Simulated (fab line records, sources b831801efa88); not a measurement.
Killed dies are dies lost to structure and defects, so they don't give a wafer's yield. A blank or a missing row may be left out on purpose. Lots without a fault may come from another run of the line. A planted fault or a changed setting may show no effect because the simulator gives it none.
Which tool did it? | flow gf180mcu | 11 lots, 33 wafers sampled, at 6 steps of a route of 602

WHAT THE GAUGES READ, wafer by wafer
GF_VT_IMPLANT_OVL_MEAS_40. Usual: VT_IMPLANT_03_OVL 0.1 nm, standard deviation 1.5.
lot  | measured     | on         | VT_IMPLANT_03_OVL (nm) | flag
L790 | day 7 19:28  | overlay-02 | 2.0 2.1 1.9            |
L795 | day 9 05:12  | overlay-01 | -0.2 -0.1 0.2          |
L796 | day 9 12:32  | overlay-01 | 0.0 -0.4 0.1           |
L797 | day 9 17:15  | overlay-02 | -1.3 -1.2 -2.5         |
L803 | day 11 14:06 | overlay-01 | 1.7 -0.3 0.5           |
L804 | day 11 21:40 | overlay-01 | 0.7 -0.6 -1.0          |
L805 | day 12 04:09 | overlay-02 | -1.5 -0.9 0.7          |
L807 | day 12 19:55 | overlay-02 | -0.1 2.4 0.0           |
L810 | day 13 13:41 | overlay-02 | 0.8 0.2 2.0            |
L811 | day 13 21:26 | overlay-02 | -0.1 1.0 0.8           |
L812 | day 14 04:17 | overlay-01 | 3.6 3.2 2.9            |

GF_PSD_RS_MEAS_15: measures by four-point-probe. Usual: PSD_RS 108.56 ohm/sq, standard deviation 0.28.
lot  | measured     | on            | PSD_RS (ohm/sq)      | flag
L790 | day 14 15:19 | film_metro-04 | 108.54 108.54 108.68 |
L795 | day 16 08:58 | film_metro-03 | 107.38 107.26 107.14 | OFF
L796 | day 16 19:43 | film_metro-03 | 107.27 107.01 107.12 | OFF
L797 | day 17 03:07 | film_metro-03 | 108.51 108.29 108.60 |
L803 | day 19 11:50 | film_metro-01 | 108.67 108.64 108.88 |
L804 | day 19 17:26 | film_metro-01 | 108.90 108.95 108.90 |
L805 | day 20 04:09 | film_metro-04 | 107.95 108.50 108.32 |
L807 | day 21 00:13 | film_metro-03 | 108.62 108.23 108.37 |
L810 | day 21 17:54 | film_metro-04 | 108.25 108.11 107.86 |
L811 | day 22 04:16 | film_metro-04 | 108.47 108.03 108.33 |
L812 | day 22 14:25 | film_metro-01 | 108.61 108.83 108.75 |

WHICH TOOL RAN EACH LOT (tool, then ch and the chambers of the sampled wafers, then the start)
lot  | GF_POLY_GATE_ETCH_12               | GF_HV_LDD_STRIP_10                   | GF_PSD_IMPLANT_09               | GF_PSD_STRIP_10
L790 | rie_diel-02 ch 0,1,2, day 9 10:54  | plasma_asher-04 ch 0,1, day 10 07:03 | implanter-04 ch 0, day 14 14:45 | plasma_asher-02 ch 0,1, day 14 14:53
L795 | rie_diel-01 ch 0,1, day 10 23:06   | plasma_asher-01 ch 0,1, day 11 20:03 | implanter-02 ch 0, day 16 08:24 | plasma_asher-01 ch 0,1, day 16 08:33
L796 | rie_diel-01 ch 1,3, day 11 07:21   | plasma_asher-01 ch 0,1, day 12 04:42 | implanter-02 ch 0, day 16 19:09 | plasma_asher-03 ch 0,1, day 16 19:18
L797 | rie_diel-02 ch 0,3, day 11 13:11   | plasma_asher-03 ch 0,1, day 12 10:48 | implanter-03 ch 0, day 17 02:33 | plasma_asher-01 ch 0,1, day 17 02:42
L803 | rie_diel-04 ch 0,1, day 13 12:56   | plasma_asher-03 ch 0,1, day 14 12:09 | implanter-02 ch 0, day 19 11:17 | plasma_asher-02 ch 0,1, day 19 11:25
L804 | rie_diel-04 ch 0,1,3, day 13 19:35 | plasma_asher-04 ch 0,1, day 14 18:44 | implanter-02 ch 0, day 19 16:53 | plasma_asher-01 ch 0,1, day 19 16:59
L805 | rie_diel-01 ch 1,2,3, day 14 03:27 | plasma_asher-03 ch 0,1, day 15 01:57 | implanter-03 ch 0, day 20 03:35 | plasma_asher-01 ch 0,1, day 20 03:43
L807 | rie_diel-01 ch 1,3, day 14 19:36   | plasma_asher-01 ch 0,1, day 15 19:44 | implanter-04 ch 0, day 20 23:36 | plasma_asher-01 ch 0,1, day 20 23:44
L810 | rie_diel-01 ch 0,1,3, day 15 12:56 | plasma_asher-01 ch 0,1, day 16 13:24 | implanter-02 ch 0, day 21 17:20 | plasma_asher-02 ch 0,1, day 21 17:29
L811 | rie_diel-04 ch 0,2,3, day 15 22:26 | plasma_asher-01 ch 0,1, day 16 23:00 | implanter-04 ch 0, day 22 03:42 | plasma_asher-03 ch 0,1, day 22 03:51
L812 | rie_diel-02 ch 1,3, day 16 07:35   | plasma_asher-01 ch 0, day 17 08:09   | implanter-03 ch 0, day 22 13:51 | plasma_asher-03 ch 0,1, day 22 14:00
- GF_POLY_GATE_ETCH_12: etches BARC in N2/H2.
- GF_HV_LDD_STRIP_10: strips in O2/N2.
- GF_PSD_IMPLANT_09
- GF_PSD_STRIP_10: strips in O2/N2.

WHAT THE TOOLS THEMSELVES READ (means of the sampled wafers that have a number; where no wafer has one, the mark that the record gives instead)
GF_POLY_GATE_ETCH_12. Usual: drypump_motor_current_A 5.7 A, standard deviation 0.38; oes_product_au 0.735 a.u., standard deviation 0.0043; throttle_valve_pct 13.213 %, standard deviation 0.0093.
lot  | tool        | drypump_motor_current_A (A) | oes_product_au (a.u.) | throttle_valve_pct (%) | flag
L790 | rie_diel-02 | 5.4                         | 0.735                 | 13.218                 |
L795 | rie_diel-01 | 5.8                         | 0.735                 | 13.214                 |
L796 | rie_diel-01 | 5.9                         | 0.731                 | 13.210                 |
L797 | rie_diel-02 | 5.5                         | 0.738                 | 13.214                 |
L803 | rie_diel-04 | 6.1                         | 0.732                 | 13.214                 |
L804 | rie_diel-04 | 5.8                         | 0.734                 | 13.208                 |
L805 | rie_diel-01 | 6.0                         | 0.734                 | 13.219                 |
L807 | rie_diel-01 | 5.9                         | 0.735                 | 13.219                 |
L810 | rie_diel-01 | 5.9                         | 0.732                 | 13.218                 |
L811 | rie_diel-04 | 5.5                         | 0.733                 | 13.221                 |
L812 | rie_diel-02 | 5.9                         | 0.740                 | 13.212                 |

GF_HV_LDD_STRIP_10. Usual: drypump_motor_current_A 5.9 A, standard deviation 0.57; heater_power_w 365 W, standard deviation 42; oes_product_au 0.716 a.u., standard deviation 0.0046; strip_time_to_endpoint_s 12.63 s, standard deviation 0.032.
lot  | tool            | drypump_motor_current_A (A) | heater_power_w (W) | oes_product_au (a.u.) | strip_time_to_endpoint_s (s) | flag
L790 | plasma_asher-04 | 6.1                         | 310                | 0.712                 | 12.66                        |
L795 | plasma_asher-01 | 6.4                         | 392                | 0.719                 | 12.61                        |
L796 | plasma_asher-01 | 6.2                         | 363                | 0.717                 | 12.63                        |
L797 | plasma_asher-03 | 5.6                         | 396                | 0.713                 | 12.67                        |
L803 | plasma_asher-03 | 5.2                         | 372                | 0.716                 | 12.68                        |
L804 | plasma_asher-04 | 6.0                         | 319                | 0.719                 | 12.62                        |
L805 | plasma_asher-03 | 5.6                         | 394                | 0.714                 | 12.59                        |
L807 | plasma_asher-01 | 6.4                         | 386                | 0.717                 | 12.58                        |
L810 | plasma_asher-01 | 6.2                         | 362                | 0.719                 | 12.66                        |
L811 | plasma_asher-01 | 6.2                         | 356                | 0.715                 | 12.64                        |
L812 | plasma_asher-01 | 6.1                         | 339                | 0.714                 | 12.67                        |

GF_PSD_IMPLANT_09. Usual: beam_energy_keV 40.002, standard deviation 0.013.
lot  | tool         | beam_energy_keV | flag
L790 | implanter-04 | 40.002          |
L795 | implanter-02 | 40.891          | OFF
L796 | implanter-02 | 40.915          | OFF
L797 | implanter-03 | 39.996          |
L803 | implanter-02 | 40.001          |
L804 | implanter-02 | 39.995          |
L805 | implanter-03 | 39.998          |
L807 | implanter-04 | 40.021          |
L810 | implanter-02 | 40.018          |
L811 | implanter-04 | 39.980          |
L812 | implanter-03 | 40.011          |

GF_PSD_STRIP_10. Usual: drypump_motor_current_A 5.8 A, standard deviation 0.53; heater_power_w 367 W, standard deviation 35; oes_product_au 0.592 a.u., standard deviation 0.0047; strip_time_to_endpoint_s 16.51 s, standard deviation 0.036.
lot  | tool            | drypump_motor_current_A (A) | heater_power_w (W) | oes_product_au (a.u.) | strip_time_to_endpoint_s (s) | flag
L790 | plasma_asher-02 | 5.7                         | 343                | 0.593                 | 16.51                        |
L795 | plasma_asher-01 | 6.4                         | 385                | 0.588                 | 16.66                        | OFF
L796 | plasma_asher-03 | 5.6                         | 390                | 0.588                 | 16.63                        | OFF
L797 | plasma_asher-01 | 6.4                         | 383                | 0.589                 | 16.51                        |
L803 | plasma_asher-02 | 5.7                         | 337                | 0.587                 | 16.52                        |
L804 | plasma_asher-01 | 6.4                         | 380                | 0.593                 | 16.50                        |
L805 | plasma_asher-01 | 6.2                         | 360                | 0.594                 | 16.44                        |
L807 | plasma_asher-01 | 6.4                         | 384                | 0.588                 | 16.48                        |
L810 | plasma_asher-02 | 5.7                         | 336                | 0.597                 | 16.52                        |
L811 | plasma_asher-03 | 5.6                         | 393                | 0.592                 | 16.51                        |
L812 | plasma_asher-03 | 5.2                         | 380                | 0.595                 | 16.54                        |

THE ANSWER, worked out from the rows above alone
Rule: a lot is off if the mean of its wafers that have a number lies more than 3 standard deviations from the usual mean. A lot without any number at a reading at which 4 lots or more have one is off too. The other lots that the step has rows for count as sound. The gauges are gone through in route order, then the tools' own readings, and for those a lot's mean is taken as printed above. The first step at which some lot is off is used, and at that step the reading that is off furthest; a lot without a number counts as furthest.
Off: L795, L796, at GF_PSD_RS_MEAS_15 (PSD_RS).
A tool fits if, at a process step before that reading, it ran every lot that is off, and no sound lot after the first of them. The gauges at GF_PSD_RS_MEAS_15 aren't tried: what is off there is off at GF_PSD_IMPLANT_09 too, on other tools, and a gauge's error can't cause that. None of those tried fits.

WHAT THE SIMULATOR HAD PUT IN
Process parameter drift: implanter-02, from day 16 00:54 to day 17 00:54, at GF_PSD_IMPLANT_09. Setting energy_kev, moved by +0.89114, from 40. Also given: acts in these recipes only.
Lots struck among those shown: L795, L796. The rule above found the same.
